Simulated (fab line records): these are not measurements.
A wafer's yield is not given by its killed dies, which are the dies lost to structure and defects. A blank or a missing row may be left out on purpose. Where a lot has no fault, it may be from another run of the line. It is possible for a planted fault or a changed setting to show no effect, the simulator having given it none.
Which tool is to blame? :: flow gf180mcu :: at 1 step of a route of 602, 6 lots with 18 wafers sampled

## WHAT EACH GAUGE READ, for each wafer
GF_V5_THK_MEAS_25: measures by xrf.
lot: L257
measured: day 27 18:19
on: film_metro-02
V5_W_THK (nm): 347 344 348

lot: L260
measured: day 28 19:04
on: film_metro-02
V5_W_THK (nm): 361 353 343

lot: L262
measured: day 29 22:41
on: film_metro-04
V5_W_THK (nm): 337 345 339

lot: L270
measured: day 31 17:37
on: film_metro-04
V5_W_THK (nm): 346 344 348

lot: L273
measured: day 32 10:25
on: film_metro-04
V5_W_THK (nm): 335 346 339

lot: L275
measured: day 32 22:29
on: film_metro-01
V5_W_THK (nm): 347 363 344

## EACH LOT AND THE TOOL THAT RAN IT (in order: tool; ch and the chambers of the sampled wafers; start)
The record shows no process step preceding these readings.

## THE ANSWER, worked out from the rows above alone
Rule: the usual values come from the lots themselves. Put in order of their means at a reading, lots are off if they are a third of the lots or fewer, leave a main group of 4 or more, and stand apart from it by a gap of 3 or more times the standard deviation of the main group's means; of several such gaps the widest counts. A main group whose means are all the same, to the digits that the tables above print for the reading, isn't used. Also off: a lot with no number at a reading for which 4 or more lots have one. The other lots that the step has rows for count as sound.
No lot is off at any reading shown: from this, nothing can be told.

## WHAT HAD BEEN PUT IN BY THE SIMULATOR
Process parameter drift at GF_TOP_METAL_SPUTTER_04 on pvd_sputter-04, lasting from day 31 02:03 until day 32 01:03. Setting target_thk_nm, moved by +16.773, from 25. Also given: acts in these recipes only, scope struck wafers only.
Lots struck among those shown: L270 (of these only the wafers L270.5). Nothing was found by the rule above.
